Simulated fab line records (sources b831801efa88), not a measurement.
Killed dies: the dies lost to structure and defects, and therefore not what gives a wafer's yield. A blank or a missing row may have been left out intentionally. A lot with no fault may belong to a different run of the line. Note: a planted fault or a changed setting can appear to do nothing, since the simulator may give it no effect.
Chamber matching -- flow sky130 -- rie_diel-03 running SKY_METAL4_ETCH_17: 4 sister chambers
The step etches SiO2 in C4F8/O2/Ar, stops on TiN, time 3.9 s, target depth 15 nm. 4 wafers are shown with their chamber, then 8 later ones without.

## WAFERS PAIRED WITH THEIR CHAMBERS
wafer,chamber,oes_product_au (a.u.)
L079.6,2,0.760
L082.6,1,0.753
L087.6,3,0.757
L092.1,0,0.760

## WAFERS WHOSE CHAMBER IS MISSING
wafer,oes_product_au (a.u.)
L092.3,0.754
L092.4,0.760
L096.1,0.753
L096.2,0.743
L096.3,0.749
L097.2,0.752
L097.4,0.746
L097.6,0.757

## THE CHAMBER EACH PASSED THROUGH
wafer,from the rows above,in truth
L092.3,can't be placed: 1 or 3 or 0 or 2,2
L092.4,can't be placed: 0 or 2 or 3 or 1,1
L096.1,can't be placed: 1 or 3 or 0 or 2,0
L096.2,can't be placed: 1 or 3 or 0 or 2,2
L096.3,can't be placed: 1 or 3 or 0 or 2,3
L097.2,can't be placed: 1 or 3 or 0 or 2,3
L097.4,can't be placed: 1 or 3 or 0 or 2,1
L097.6,can't be placed: 3 or 0 or 2 or 1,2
0 of 8 placed correctly. Cannot be placed on the basis of these rows: 8; the candidates contain the true chamber in 8. 0 placed wrongly.
How it was worked out, from the rows above alone: a wafer's distance from a chamber is the root of the sum, over the readings, of the square of ((its reading less the chamber's mean) divided by the reading's scatter). If the next closest chamber is less than 2 further off than the closest, the wafer can't be placed; otherwise it belongs to the closest. Each chamber's mean is taken over the wafers shown for it. The scatter (one wafer shown for each chamber): square how far every hidden wafer sits from the nearest shown wafer, average those squares and take the square root.
